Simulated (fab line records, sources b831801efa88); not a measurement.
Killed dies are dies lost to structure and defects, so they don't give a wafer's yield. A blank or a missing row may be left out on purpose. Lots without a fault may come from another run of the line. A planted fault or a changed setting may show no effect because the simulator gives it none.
fab line records | flow sky130
record lots=5 wafers=15 last_day=50
route steps=708 shown METAL1@439 VIA1@458
lots that met no fault: from a run of the same line without faults
start_h: hours from the record's first day to the start of the lot's first wafer shown | wait_h: hours since the lot's step before | " the same as in the row above | L1.1+2: a row that stands for several wafers | - no value, or no start given | * or withheld: withheld | < > ~ a bound
route shown NAME@n: a module of which the file shows steps, and the number in the route of the first | usual: mean/standard deviation of fault-free wafers | same: alike in all rows | chamber/n: place in a boat | sites: the reading at each site | _std_site: their standard deviation | _edge_site: outer sites' mean less inner sites' | radius_mm: how far each site lies from the wafer's centre | mask NAME#n: copy n | behind: the tool/chamber that last shaped the wafer | hold: why the lot was held/for how many hours/how that ended | device: the transistor (n, p or np) that didn't switch | end of line: the same wafers' tests at the end of the route | a step without rows: its recipe alone | killed: dies lost to structure and defects at the first sort, not the wafer's yield | map: a wafer's dies, x killed, . not, _ none there
set.NAME: the setting as run; set.NAME@STEP: as run at that earlier step | model.NAME: the simulator's own value behind a step, which no gauge read
lots at some steps of the route; a table a step, a row a wafer
services: from which hour (start_h, from the record's first day; less than 0 if before it) a tool's chamber was out of use, for how many hours, and why
## steps
# step SKY_METAL1_RS_MEAS_05
# recipe thk_meas_gauge=four-point-probe reads=TiN_of_METAL1_SPUTTER_04+Ti_of_METAL1_SPUTTER_03+AlCu_of_METAL1_SPUTTER_02+TiN_of_METAL1_SPUTTER_01+Ti_of_METAL1_SPUTTER_00
# usual METAL1_ALCU_RS=0.1272/0.0011
# columns lot.wafer tool chamber start_h wait_h METAL1_ALCU_RS[ohm/sq]
L075.1 film_metro-01 - 746.64 0.0 0.1282
L075.3 " - " " 0.1268
L075.6 " - " " 0.1258
L076.1 film_metro-03 - 751.21 0.0 0.1266
L076.2 " - " " 0.1271
L076.3 " - " " 0.1273
L083.1 film_metro-01 - 808.37 0.0 0.1252
L083.2 " - " " 0.1266
L083.3 " - " " 0.1279
L090.3 film_metro-03 - 864.25 0.1 0.1279
L090.4 " - " " 0.1281
L090.6 " - " " 0.1265
L097.1 film_metro-04 - 906.66 0.0 0.1268
L097.3 " - " " 0.1275
L097.5 " - " " 0.1263
# step SKY_METAL1_THK_MEAS_06
# recipe thk_meas_gauge=xrf reads=AlCu_of_METAL1_SPUTTER_02
# usual METAL1_ALCU_THK=249.5/2.3
# columns lot.wafer tool chamber start_h wait_h METAL1_ALCU_THK[nm]
L075.1 film_metro-01 - 746.76 0.1 246.3
L075.3 " - " " 250.0
L075.6 " - " " 250.4
L076.1 film_metro-03 - 751.33 0.1 251.3
L076.2 " - " " 249.3
L076.3 " - " " 248.9
L083.1 film_metro-01 - 808.49 0.1 254.7
L083.2 " - " " 252.6
L083.3 " - " " 249.0
L090.3 film_metro-03 - 864.35 0.1 247.6
L090.4 " - " " 250.4
L090.6 " - " " 252.2
L097.1 film_metro-04 - 906.78 0.1 250.1
L097.3 " - " " 249.8
L097.5 " - " " 251.0
# step SKY_METAL1_DEHYDRATE_07
# recipe temp_c=200 time_s=60
# columns lot.wafer tool chamber start_h wait_h
L075.1+3+6 litho_track-03 0 760.34 13.6
L076.1+2+3 litho_track-01 0 764.50 13.2
L083.1+2+3 litho_track-03 0 820.79 12.3
L090.3+4+6 litho_track-03 0 877.04 12.7
L097.1+3+5 litho_track-03 0 918.79 12.0
# step SKY_METAL1_HMDS_08
# recipe prime_time_s=60 prime_temp_c=120
# columns lot.wafer tool chamber start_h wait_h
L075.1+3+6 litho_track-03 0 760.49 0.1
L076.1+2+3 litho_track-01 0 764.65 0.1
L083.1+2+3 litho_track-03 0 820.94 0.1
L090.3+4+6 litho_track-03 0 877.19 0.1
L097.1+3+5 litho_track-03 0 918.94 0.1
# step SKY_METAL1_COAT_09
# recipe resist=BARC temp_c=withheld time_s=withheld spin_rpm=3000 resist_thk_nm=60
# columns lot.wafer tool chamber start_h wait_h
L075.1+3+6 litho_track-03 0 760.64 0.1
L076.1+2+3 litho_track-01 0 764.80 0.1
L083.1+2+3 litho_track-03 0 821.09 0.1
L090.3+4+6 litho_track-03 0 877.34 0.1
L097.1+3+5 litho_track-03 0 919.09 0.1
# step SKY_METAL1_COAT_10
# recipe resist=KrF-thick spin_rpm=3000 resist_thk_nm=450
# columns lot.wafer tool chamber start_h wait_h
L075.1+3+6 litho_track-03 0 - -
L076.1+2+3 litho_track-01 0 - -
L083.1+2+3 litho_track-03 0 - -
L090.3+4+6 litho_track-03 0 - -
L097.1+3+5 litho_track-03 0 - -
# step SKY_METAL1_SOFTBAKE_11
# recipe temp_c=100 time_s=90 resist=KrF-thick
# columns lot.wafer tool chamber start_h wait_h
L075.1+3+6 litho_track-03 0 - -
L076.1+2+3 litho_track-01 0 - -
L083.1+2+3 litho_track-03 0 - -
L090.3+4+6 litho_track-03 0 - -
L097.1+3+5 litho_track-03 0 - -
# step SKY_METAL1_EXPOSE_12
# recipe mask_id=MM1 na=0.8 source_shape=annular sigma_inner=0.55 sigma_outer=0.85 target_cd_nm=140 dose_mj=28
# columns lot.wafer tool chamber start_h wait_h mask
L075.1+3+6 krf_scanner-01 0 - - MM1#0
L076.1+2+3 krf_scanner-01 0 - - MM1#0
L083.1+2+3 krf_scanner-01 0 - - MM1#0
L090.3+4+6 krf_scanner-01 0 - - MM1#0
L097.1+3+5 krf_scanner-02 0 - - MM1#0
# step SKY_METAL1_PEB_13
# recipe peb_temp_c=withheld peb_time_s=withheld resist=KrF-thick
# columns lot.wafer tool chamber start_h wait_h
L075.1+3+6 litho_track-04 0 - -
L076.1+2+3 litho_track-03 0 - -
L083.1+2+3 litho_track-01 0 - -
L090.3+4+6 litho_track-03 0 - -
L097.1+3+5 litho_track-01 0 - -
# step SKY_METAL1_DEVELOP_14
# recipe develop_time_s=60 resist=KrF-thick dev_temp_c=21
# columns lot.wafer tool chamber start_h wait_h
L075.1+3+6 litho_track-04 0 - -
L076.1+2+3 litho_track-03 0 - -
L083.1+2+3 litho_track-01 0 - -
L090.3+4+6 litho_track-03 0 - -
L097.1+3+5 litho_track-01 0 - -
# step SKY_METAL1_CD_MEAS_15
# recipe target_cd_nm=140
# usual cd_nm=139.6/1.6
# columns lot.wafer tool chamber start_h wait_h cd_nm
L075.1 cd_sem-01 - 774.38 - 138.4
L075.3 " - " " 139.3
L075.6 " - " " 138.9
L076.1 cd_sem-01 - 778.29 - 139.5
L076.2 " - " " 138.4
L076.3 " - " " 137.6
L083.1 cd_sem-01 - 833.90 - 138.0
L083.2 " - " " 138.8
L083.3 " - " " 138.9
L090.3 cd_sem-01 - 890.43 - 140.1
L090.4 " - " " 139.3
L090.6 " - " " 139.4
L097.1 cd_sem-02 - 932.45 - 142.9
L097.3 " - " " 141.2
L097.5 " - " " 141.4
# step SKY_METAL1_OVL_MEAS_16
# usual METAL1_OVL=-1/4.3
# columns lot.wafer tool chamber start_h wait_h METAL1_OVL[nm]
L075.1 overlay-01 - 774.50 0.1 1
L075.3 " - " " 5
L075.6 " - " " 4
L076.1 overlay-01 - 778.41 0.1 2
L076.2 " - " " -9
L076.3 " - " " 0
L083.1 overlay-02 - 834.02 0.1 1
L083.2 " - " " -2
L083.3 " - " " 4
L090.3 overlay-02 - 890.52 0.1 -4
L090.4 " - " " 4
L090.6 " - " " 4
L097.1 overlay-02 - 932.57 0.1 9
L097.3 " - " " 4
L097.5 " - " " 1
# step SKY_METAL1_DESCUM_17
# recipe chemistry=O2 source_power_w=150 bias_power_w=0 pressure_mtorr=10 temp_c=40 time_s=8
# usual drypump_motor_current_A=6.1/0.46 oes_product_au=0.998/0.0094
# columns lot.wafer tool chamber start_h wait_h drypump_motor_current_A oes_product_au rf_hours_counter_h
L075.1 rie_metal-02 1 774.53 0.0 6.4 0.998 13
L075.3 " 0 " " 6.0 0.989 -
L075.6 " 0 " " 6.0 0.974 -
L076.1 rie_metal-02 0 778.45 0.0 6.0 0.985 11
L076.2 " 1 " " 6.3 1.014 14
L076.3 " 1 " " 6.4 1.015 -
L083.1 rie_metal-02 1 834.06 0.0 6.4 1.006 15
L083.2 " 0 " " 6.0 0.989 13
L083.3 " 0 " " 6.0 0.980 -
L090.3 rie_metal-02 1 890.56 0.0 6.4 1.012 -
L090.4 " 0 " " 6.0 0.996 -
L090.6 " 1 " " 6.4 1.020 -
L097.1 rie_metal-03 0 932.61 0.0 5.3 0.999 6
L097.3 " 1 " " 5.8 1.007 -
L097.5 " 0 " " 5.3 1.005 -
# step SKY_METAL1_ETCH_18
# recipe chemistry=N2/H2 target=BARC ion_energy_ev=200 bias_w=100 pressure_mtorr=30 n2_flow_sccm=100 h2_flow_sccm=200 icp_w=500 stop_on=SiO2 time_s=45.9 target_depth_a=600
# usual drypump_motor_current_A=6.1/0.45 oes_product_au=0.855/0.0046 throttle_valve_pct=13.224/0.0083
# columns lot.wafer tool chamber start_h wait_h drypump_motor_current_A oes_product_au rf_hours_counter_h throttle_valve_pct
L075.1 rie_metal-02 1 774.56 0.0 6.3 0.852 13 13.223
L075.3 " 0 " " 6.0 0.856 - 13.228
L075.6 " 0 " " 6.0 0.858 - 13.226
L076.1 rie_metal-02 0 778.48 0.0 6.0 0.861 11 13.215
L076.2 " 1 " " 6.4 0.859 14 13.222
L076.3 " 1 " " 6.4 0.849 - 13.232
L083.1 rie_metal-02 1 834.09 0.0 6.4 0.854 15 13.221
L083.2 " 0 " " 6.0 0.851 13 13.237
L083.3 " 0 " " 6.0 0.855 - 13.236
L090.3 rie_metal-02 1 890.60 0.0 6.4 0.853 - 13.234
L090.4 " 0 " " 6.0 0.853 - 13.206
L090.6 " 1 " " 6.4 0.847 - 13.226
L097.1 rie_metal-03 0 932.64 0.0 5.3 0.858 6 13.217
L097.3 " 1 " " 5.7 0.856 - 13.237
L097.5 " 0 " " 5.3 0.854 - 13.206
# step SKY_METAL1_METAL_ETCH_19
# recipe target_depth_a=3600 stop_on=SiO2 over_etch_frac=0.3 time_s=78 chemistry=Cl2/BCl3 resist_sidewall_deg=88 pressure_mtorr=10 icp_w=900 bias_w=48.5 Cl2_flow_sccm=60 bcl3_flow_sccm=30
# usual drypump_motor_current_A=6.1/0.46 oes_product_au=0.854/0.0057 throttle_valve_pct=22.264/0.01
# same over_etch_frac=0.3
# columns lot.wafer tool chamber start_h wait_h drypump_motor_current_A oes_product_au rf_hours_counter_h throttle_valve_pct
L075.1 rie_metal-02 1 774.63 0.0 6.4 0.851 13 22.256
L075.3 " 0 " " 6.0 0.854 - 22.260
L075.6 " 0 " " 6.0 0.857 - 22.279
L076.1 rie_metal-02 0 778.54 0.0 6.0 0.852 11 22.271
L076.2 " 1 " " 6.3 0.858 14 22.271
L076.3 " 1 " " 6.4 0.860 - 22.256
L083.1 rie_metal-02 1 834.15 0.0 6.4 0.865 16 22.266
L083.2 " 0 " " 6.0 0.856 13 22.265
L083.3 " 0 " " 6.0 0.859 - 22.258
L090.3 rie_metal-02 1 890.67 0.1 6.4 0.854 - 22.259
L090.4 " 0 " " 6.0 0.853 - 22.256
L090.6 " 1 " " 6.4 0.852 - 22.264
L097.1 rie_metal-03 0 932.71 0.0 5.3 0.846 6 22.250
L097.3 " 1 " " 5.8 0.855 - 22.275
L097.5 " 0 " " 5.3 0.853 - 22.269
# step SKY_METAL1_STRIP_20
# recipe chemistry=O2/N2 power_w=1400 pressure_mtorr=1500 platen_temp_c=withheld o2_flow_sccm=3000 n2_flow_sccm=300 overash_fraction=0.5
# usual drypump_motor_current_A=5.6/0.31 oes_product_au=0.343/0.0048 strip_time_to_endpoint_s=2.71/0.042
# same overash_fraction=0.5
# columns lot.wafer tool chamber start_h wait_h drypump_motor_current_A oes_product_au rf_hours_counter_h strip_time_to_endpoint_s
L075.1 plasma_asher-02 1 774.72 0.1 5.3 0.346 4 2.68
L075.3 " 1 " " 5.3 0.348 - 2.79
L075.6 " 1 " " 5.4 0.348 - 2.78
L076.1 plasma_asher-02 1 778.63 0.1 5.3 0.342 4 2.74
L076.2 " 0 " " 6.1 0.338 4 2.69
L076.3 " 0 " " 6.1 0.339 - 2.68
L083.1 plasma_asher-04 0 834.24 0.1 5.7 0.345 73 2.61
L083.2 " 1 " " 5.9 0.332 73 2.72
L083.3 " 1 " " 5.9 0.345 - 2.73
L090.3 plasma_asher-04 0 890.76 0.1 5.7 0.331 - 2.66
L090.4 " 1 " " 5.9 0.341 - 2.72
L090.6 " 0 " " 5.7 0.344 - 2.66
L097.1 plasma_asher-03 1 932.80 0.1 5.2 0.347 109 2.70
L097.3 " 0 " " 5.4 0.350 - 2.72
L097.5 " 0 " " 5.4 0.341 - 2.65
# step SKY_METAL1_STRIP_21
# recipe chemistry=post_etch_residue_remover time_s=1200 temp_c=72.5
# columns lot.wafer tool chamber start_h wait_h
L075.1+3+6 wet_bench-04 3 774.82 0.1
L076.1+2+3 wet_bench-01 2 778.73 0.1
L083.1+2+3 wet_bench-04 1 834.34 0.1
L090.3+4+6 wet_bench-03 2 890.83 0.0
L097.1+3+5 wet_bench-03 0 932.90 0.1
# step SKY_METAL1_CLEAN_22
# recipe chemistry=IPA time_s=180 temp_c=25
# columns lot.wafer tool chamber start_h wait_h
L075.1+3+6 wet_bench-03 1 775.16 0.0
L076.1+2+3 wet_bench-01 1 779.10 0.0
L083.1+2+3 wet_bench-03 2 834.72 0.0
L090.3+4+6 wet_bench-04 2 891.17 0.0
L097.1+3+5 wet_bench-01 1 933.58 0.0
# step SKY_METAL1_CLEAN_23
# recipe chemistry=O3/DIW dry=n2_spin
# columns lot.wafer tool chamber start_h wait_h
L075.1+3+6 wet_bench-01 0 775.22 0.0
L076.1+2+3 wet_bench-03 1 779.17 0.0
L083.1+2+3 wet_bench-04 0 834.78 0.0
L090.3+4+6 wet_bench-01 0 891.23 0.0
L097.1+3+5 wet_bench-03 0 933.64 0.0
# step SKY_VIA1_HDPCVD_00
# recipe material=SiO2 target_thk_nm=1030 sigma_open_frac=0.3 time_s=171.7 temp_c=400 sih4_flow_sccm=60 pressure_mtorr=6
# columns lot.wafer tool chamber start_h wait_h
L075.1+3+6 hdpcvd-02 2,0,2 775.32 0.0
L076.1+2+3 hdpcvd-02 2,1,0 779.27 0.0
L083.1+2+3 hdpcvd-01 1,0,2 834.88 0.0
L090.3+4+6 hdpcvd-01 1,1,0 891.33 0.0
L097.1+3+5 hdpcvd-02 2,1,1 933.89 0.1
# step SKY_VIA1_THK_MEAS_01
# recipe reads=SiO2_of_VIA1_HDPCVD_00
# usual VIA1_HDPCVD_THK=1033/11
# columns lot.wafer tool chamber start_h wait_h VIA1_HDPCVD_THK[nm]
L075.1 film_metro-04 - 775.43 0.1 1035
L075.3 " - " " 1040
L075.6 " - " " 1040
L076.1 film_metro-03 - 779.38 0.1 1026
L076.2 " - " " 1029
L076.3 " - " " 1012
L083.1 film_metro-03 - 834.99 0.1 1030
L083.2 " - " " 1016
L083.3 " - " " 1033
L090.3 film_metro-04 - 891.46 0.1 1032
L090.4 " - " " 1029
L090.6 " - " " 1019
L097.1 film_metro-04 - 934.00 0.1 1037
L097.3 " - " " 1046
L097.5 " - " " 1039
# step SKY_VIA1_CMP_02
# recipe material=SiO2 down_force_psi=4 platen_rpm=60 pad_velocity_m_s=0.94248
# usual motor_current_A=11.6/1.2
# columns lot.wafer tool chamber start_h wait_h motor_current_A
L075.3 cmp-01 3 775.49 0.0 13.6
L075.1 " 0 " " 13.3
L075.6 " 0 " " 13.0
L076.2 cmp-01 1 779.44 0.0 10.5
L076.1 " 3 " " 13.5
L076.3 " 0 " " 12.8
L083.1 cmp-02 1 835.05 0.1 11.5
L083.3 " 2 " " 11.5
L083.2 " 0 " " 10.4
L090.4 cmp-01 0 891.50 0.0 13.4
L090.3 " 3 " " 14.3
L090.6 " 0 " " 12.7
L097.1 cmp-02 0 934.06 0.1 10.7
L097.3 " 3 " " 11.1
L097.5 " 1 " " 11.4
# step SKY_VIA1_BOW_MEAS_03
# recipe mode=bow
# usual VIA1_BOW=80/6.8
# columns lot.wafer tool chamber start_h wait_h VIA1_BOW[um]
L075.1 film_metro-02 - 775.79 0.2 70
L075.3 " - " " 85
L075.6 " - " " 76
L076.1 film_metro-03 - 779.74 0.1 84
L076.2 " - " " 78
L076.3 " - " " 80
L083.1 film_metro-02 - 835.35 0.2 82
L083.2 " - " " 81
L083.3 " - " " 85
L090.3 film_metro-04 - 891.84 0.1 75
L090.4 " - " " 72
L090.6 " - " " 86
L097.1 film_metro-04 - 934.36 0.2 85
L097.3 " - " " 66
L097.5 " - " " 75
# step SKY_VIA1_DEHYDRATE_04
# recipe temp_c=200 time_s=60
# columns lot.wafer tool chamber start_h wait_h
L075.1+3+6 litho_track-03 0 788.74 12.9
L076.1+2+3 litho_track-03 0 792.54 12.8
L083.1+2+3 litho_track-03 0 848.24 12.9
L090.3+4+6 litho_track-02 0 904.27 12.4
L097.1+3+5 litho_track-02 0 946.17 11.8
# step SKY_VIA1_HMDS_05
# recipe prime_time_s=60 prime_temp_c=120
# columns lot.wafer tool chamber start_h wait_h
L075.1+3+6 litho_track-03 0 788.89 0.1
L076.1+2+3 litho_track-03 0 792.69 0.1
L083.1+2+3 litho_track-03 0 848.39 0.1
L090.3+4+6 litho_track-02 0 904.42 0.1
L097.1+3+5 litho_track-02 0 946.32 0.1
# step SKY_VIA1_COAT_06
# recipe resist=BARC temp_c=withheld time_s=withheld spin_rpm=3000 resist_thk_nm=60
# columns lot.wafer tool chamber start_h wait_h
L075.1+3+6 litho_track-03 0 789.04 0.1
L076.1+2+3 litho_track-03 0 792.84 0.1
L083.1+2+3 litho_track-03 0 848.54 0.1
L090.3+4+6 litho_track-02 0 904.57 0.1
L097.1+3+5 litho_track-02 0 946.47 0.1
# step SKY_VIA1_COAT_07
# recipe resist=KrF-thick spin_rpm=3000 resist_thk_nm=450
# columns lot.wafer tool chamber start_h wait_h
L075.1+3+6 litho_track-03 0 - -
L076.1+2+3 litho_track-03 0 - -
L083.1+2+3 litho_track-03 0 - -
L090.3+4+6 litho_track-02 0 - -
L097.1+3+5 litho_track-02 0 - -
# step SKY_VIA1_SOFTBAKE_08
# recipe temp_c=100 time_s=90 resist=KrF-thick
# columns lot.wafer tool chamber start_h wait_h
L075.1+3+6 litho_track-03 0 - -
L076.1+2+3 litho_track-03 0 - -
L083.1+2+3 litho_track-03 0 - -
L090.3+4+6 litho_track-02 0 - -
L097.1+3+5 litho_track-02 0 - -
# step SKY_VIA1_EXPOSE_09
# recipe mask_id=VIM na=0.8 source_shape=annular sigma_inner=0.55 sigma_outer=0.85 target_cd_nm=150 dose_mj=38
# columns lot.wafer tool chamber start_h wait_h mask
L075.1+3+6 krf_scanner-02 0 - - VIM#0
L076.1+2+3 krf_scanner-01 0 - - VIM#0
L083.1+2+3 krf_scanner-01 0 - - VIM#0
L090.3+4+6 krf_scanner-01 0 - - VIM#0
L097.1+3+5 krf_scanner-01 0 - - VIM#0
# step SKY_VIA1_PEB_10
# recipe peb_temp_c=withheld peb_time_s=withheld resist=KrF-thick
# columns lot.wafer tool chamber start_h wait_h
L075.1+3+6 litho_track-03 0 - -
L076.1+2+3 litho_track-03 0 - -
L083.1+2+3 litho_track-03 0 - -
L090.3+4+6 litho_track-02 0 - -
L097.1+3+5 litho_track-03 0 - -
# step SKY_VIA1_DEVELOP_11
# recipe develop_time_s=60 resist=KrF-thick dev_temp_c=21
# columns lot.wafer tool chamber start_h wait_h
L075.1+3+6 litho_track-03 0 - -
L076.1+2+3 litho_track-03 0 - -
L083.1+2+3 litho_track-03 0 - -
L090.3+4+6 litho_track-02 0 - -
L097.1+3+5 litho_track-03 0 - -
# step SKY_VIA1_CD_MEAS_12
# recipe target_cd_nm=150
# usual cd_nm=150.0/1.8
# columns lot.wafer tool chamber start_h wait_h cd_nm
L075.1 cd_sem-01 - 802.34 - 153.3
L075.3 " - " " 153.1
L075.6 " - " " 152.1
L076.1 cd_sem-02 - 806.29 - 152.8
L076.2 " - " " 153.1
L076.3 " - " " 152.4
L083.1 cd_sem-01 - 861.69 - 150.2
L083.2 " - " " 151.6
L083.3 " - " " 151.7
L090.3 cd_sem-01 - 916.96 - 149.8
L090.4 " - " " 150.6
L090.6 " - " " 149.7
L097.1 cd_sem-01 - 959.19 - 148.0
L097.3 " - " " 148.2
L097.5 " - " " 148.7
# step SKY_VIA1_OVL_MEAS_13
# usual VIA1_OVL=0/5
# columns lot.wafer tool chamber start_h wait_h VIA1_OVL[nm]
L075.1 overlay-02 - 802.46 0.1 5
L075.3 " - " " 1
L075.6 " - " " 2
L076.1 overlay-02 - 806.41 0.1 0
L076.2 " - " " -2
L076.3 " - " " 5
L083.1 overlay-01 - 861.81 0.1 0
L083.2 " - " " 2
L083.3 " - " " 10
L090.3 overlay-01 - 917.05 0.1 -6
L090.4 " - " " 0
L090.6 " - " " -1
L097.1 overlay-02 - 959.31 0.1 6
L097.3 " - " " 2
L097.5 " - " " 1
# step SKY_VIA1_ETCH_14
# recipe chemistry=N2/H2 target=BARC ion_energy_ev=200 source_w=500 bias_w=100 pressure_mtorr=30 n2_flow_sccm=100 h2_flow_sccm=200 stop_on=SiO2 time_s=45.9 target_depth_a=600
# usual drypump_motor_current_A=5.75/0.27 oes_product_au=0.855/0.0048 throttle_valve_pct=13.225/0.0096
# columns lot.wafer tool chamber start_h wait_h drypump_motor_current_A oes_product_au rf_hours_counter_h throttle_valve_pct
L075.1 rie_diel-04 1 802.50 0.0 6.05 0.854 1 13.224
L075.3 " 3 " " 6.26 0.857 11 13.235
L075.6 " 0 " " 5.53 0.853 - 13.222
L076.1 rie_diel-04 1 806.45 0.0 6.11 0.862 1 13.218
L076.2 " 2 " " 5.37 0.852 17 13.206
L076.3 " 0 " " 5.60 0.849 15 13.225
L083.1 rie_diel-02 3 861.85 0.0 5.88 0.856 5 13.211
L083.2 " 2 " " 5.76 0.860 10 13.225
L083.3 " 0 " " 5.54 0.858 4 13.233
L090.3 rie_diel-04 3 917.07 0.0 6.23 0.855 14 13.208
L090.4 " 1 " " 6.12 0.853 5 13.243
L090.6 " 3 " " 6.27 0.861 - 13.213
L097.1 rie_diel-02 0 959.35 0.0 5.53 0.853 8 13.232
L097.3 " 2 " " 5.76 0.853 13 13.231
L097.5 " 3 " " 5.92 0.856 - 13.234
# step SKY_VIA1_ETCH_15
# recipe target=SiO2 chemistry=C4F8/O2/Ar target_depth_nm=351 stop_on=TiN mask_material=KrF-thick source_w=1500 bias_w=1200 pressure_mtorr=40 c4f8_flow_sccm=withheld O2_flow_sccm=6 Ar_flow_sccm=300 time_s=54
# usual oes_product_au=0.979/0.0064
# columns lot.wafer tool chamber start_h wait_h oes_product_au rf_hours_counter_h
L075.1 rie_diel-04 1 802.54 0.0 0.988 1
L075.3 " 3 " " 0.957 11
L075.6 " 0 " " 0.964 -
L076.1 rie_diel-04 1 806.49 0.0 0.983 1
L076.2 " 2 " " 0.970 17
L076.3 " 0 " " 0.979 15
L083.1 rie_diel-02 3 861.89 0.0 0.979 5
L083.2 " 2 " " 0.977 10
L083.3 " 0 " " 0.975 4
L090.3 rie_diel-04 3 917.11 0.0 0.979 14
L090.4 " 1 " " 0.982 6
L090.6 " 3 " " 0.983 -
L097.1 rie_diel-02 0 959.39 0.0 0.967 8
L097.3 " 2 " " 0.984 13
L097.5 " 3 " " 0.983 -
# step SKY_VIA1_STRIP_16
# recipe chemistry=O2/N2 power_w=1400 pressure_mtorr=1500 platen_temp_c=withheld o2_flow_sccm=3000 n2_flow_sccm=300 overash_fraction=0.5
# usual drypump_motor_current_A=5.50/0.29 oes_product_au=0.416/0.0044 strip_time_to_endpoint_s=4.471/0.029
# same overash_fraction=0.5
# columns lot.wafer tool chamber start_h wait_h drypump_motor_current_A oes_product_au rf_hours_counter_h strip_time_to_endpoint_s
L075.1 plasma_asher-01 1 802.58 0.0 5.83 0.417 36 4.438
L075.3 " 0 " " 5.34 0.417 - 4.475
L075.6 " 0 " " 5.34 0.423 - 4.496
L076.1 plasma_asher-02 0 806.53 0.0 6.07 0.406 7 4.448
L076.2 " 1 " " 5.35 0.418 7 4.481
L076.3 " 0 " " 6.06 0.415 - 4.496
L083.1 plasma_asher-01 1 861.93 0.0 5.82 0.410 42 4.446
L083.2 " 0 " " 5.36 0.419 42 4.452
L083.3 " 1 " " 5.81 0.420 - 4.442
L090.3 plasma_asher-03 0 917.19 0.1 5.40 0.420 - 4.492
L090.4 " 1 " " 5.22 0.420 - 4.478
L090.6 " 0 " " 5.42 0.419 - 4.497
L097.1 plasma_asher-02 1 959.43 0.0 5.34 0.413 23 4.496
L097.3 " 0 " " 6.05 0.418 - 4.454
L097.5 " 1 " " 5.35 0.419 - 4.469
# step SKY_VIA1_STRIP_17
# recipe chemistry=post_etch_residue_remover time_s=1200 temp_c=72.5
# columns lot.wafer tool chamber start_h wait_h
L075.1+3+6 wet_bench-02 3 802.68 0.1
L076.1+2+3 wet_bench-02 0 806.63 0.1
L083.1+2+3 wet_bench-03 1 862.03 0.1
L090.3+4+6 wet_bench-03 1 917.26 0.0
L097.1+3+5 wet_bench-02 0 959.53 0.1
# step SKY_VIA1_CLEAN_18
# recipe chemistry=IPA time_s=180 temp_c=25
# columns lot.wafer tool chamber start_h wait_h
L075.1+3+6 wet_bench-01 0 803.06 0.0
L076.1+2+3 wet_bench-01 0 806.98 0.0
L083.1+2+3 wet_bench-01 2 862.44 0.0
L090.3+4+6 wet_bench-01 3 917.60 0.0
L097.1+3+5 wet_bench-01 3 959.91 0.0
# step SKY_VIA1_CLEAN_19
# recipe chemistry=O3/DIW dry=n2_spin
# columns lot.wafer tool chamber start_h wait_h
L075.1+3+6 wet_bench-03 3 803.12 0.0
L076.1+2+3 wet_bench-02 2 807.04 0.0
L083.1+2+3 wet_bench-02 3 862.50 0.0
L090.3+4+6 wet_bench-02 1 917.66 0.0
L097.1+3+5 wet_bench-03 3 959.97 0.0
# step SKY_VIA1_SPUTTER_20
# recipe material=TiN target_thk_nm=20 chamber_pressure_pa=5 power_w=4000 time_s=80
# usual throttle_valve_pct=29.3/1
# columns lot.wafer tool chamber start_h wait_h throttle_valve_pct
L075.1 pvd_sputter-02 - 803.21 0.0 28.6
L075.3 " - " " 28.4
L075.6 " - " " 28.6
L076.1 pvd_sputter-02 - 807.13 0.0 28.2
L076.2 " - " " 28.7
L076.3 " - " " 29.1
L083.1 pvd_sputter-02 - 862.59 0.0 28.5
L083.2 " - " " 28.9
L083.3 " - " " 28.6
L090.3 pvd_sputter-02 - 917.84 0.0 28.9
L090.4 " - " " 28.7
L090.6 " - " " 28.7
L097.1 pvd_sputter-04 - 960.06 0.0 29.4
L097.3 " - " " 29.7
L097.5 " - " " 31.8
# step SKY_VIA1_CVD_21
# recipe material=W target_thk_nm=270 time_s=80.902 temp_c=400 pressure_torr=40
# usual heater_power_w=890/120
# columns lot.wafer tool chamber start_h wait_h heater_power_w
L075.1 cvd_w-01 0 803.27 0.0 986
L075.3 " 0 " " 968
L075.6 " 0 " " 985
L076.1 cvd_w-01 0 807.19 0.0 981
L076.2 " 1 " " 1076
L076.3 " 0 " " 952
L083.1 cvd_w-02 0 862.65 0.0 760
L083.2 " 1 " " 786
L083.3 " 1 " " 780
L090.3 cvd_w-02 0 917.94 0.1 793
L090.4 " 1 " " 792
L090.6 " 1 " " 800
L097.1 cvd_w-02 1 960.13 0.0 795
L097.3 " 0 " " 771
L097.5 " 0 " " 790
# step SKY_VIA1_RS_MEAS_22
# recipe thk_meas_gauge=four-point-probe reads=W_of_VIA1_CVD_21+TiN_of_VIA1_SPUTTER_20
# usual VIA1_W_RS=0.429/0.0042
# columns lot.wafer tool chamber start_h wait_h VIA1_W_RS[ohm/sq]
L075.1 film_metro-03 - 803.37 0.1 0.432
L075.3 " - " " 0.433
L075.6 " - " " 0.434
L076.1 film_metro-02 - 807.28 0.1 0.432
L076.2 " - " " 0.433
L076.3 " - " " 0.428
L083.1 film_metro-02 - 862.74 0.1 0.424
L083.2 " - " " 0.424
L083.3 " - " " 0.418
L090.3 film_metro-03 - 918.04 0.1 0.431
L090.4 " - " " 0.429
L090.6 " - " " 0.427
L097.1 film_metro-02 - 960.22 0.1 0.427
L097.3 " - " " 0.435
L097.5 " - " " 0.431
# step SKY_VIA1_THK_MEAS_23
# recipe thk_meas_gauge=xrf reads=W_of_VIA1_CVD_21
# usual VIA1_W_THK=270/4
# columns lot.wafer tool chamber start_h wait_h VIA1_W_THK[nm]
L075.1 film_metro-03 - 803.49 0.1 272
L075.3 " - " " 272
L075.6 " - " " 271
L076.1 film_metro-02 - 807.40 0.1 266
L076.2 " - " " 267
L076.3 " - " " 269
L083.1 film_metro-02 - 862.86 0.1 270
L083.2 " - " " 270
L083.3 " - " " 274
L090.3 film_metro-03 - 918.14 0.1 268
L090.4 " - " " 271
L090.6 " - " " 271
L097.1 film_metro-02 - 960.34 0.1 270
L097.3 " - " " 267
L097.5 " - " " 268
## services
# columns tool chamber start_h hours kind
rie_diel-04 - 745.15 1.4 repair
rie_diel-02 0 749.66 1.3 repair
wet_bench-03 - 756.24 1.9 repair
krf_scanner-01 - 774.64 11.7 repair
krf_scanner-01 - 797.79 1.3 pm
rie_diel-04 2 799.75 5.8 repair
rie_diel-02 3 801.68 1.6 repair
rie_diel-02 - 803.86 1.3 repair
wet_bench-03 - 807.35 3.5 repair
rie_diel-04 0 810.64 12.0 repair
krf_scanner-01 - 814.84 1.0 pm
pvd_sputter-02 - 819.89 1.1 repair
rie_diel-02 3 830.87 9.3 repair
rie_metal-02 - 830.88 2.8 pm
rie_diel-02 0 850.64 8.4 repair
rie_diel-02 2 850.67 4.4 repair
rie_diel-02 1 869.04 123.3 repair
rie_diel-04 - 888.51 1.7 repair
rie_diel-04 3 894.24 13.2 repair
krf_scanner-01 - 903.94 0.8 pm
wet_bench-02 - 905.77 4.3 repair
pvd_sputter-02 - 913.45 2.1 repair
rie_diel-04 3 940.00 16.2 repair
rie_diel-04 1 944.27 45.8 repair
## key
fault none
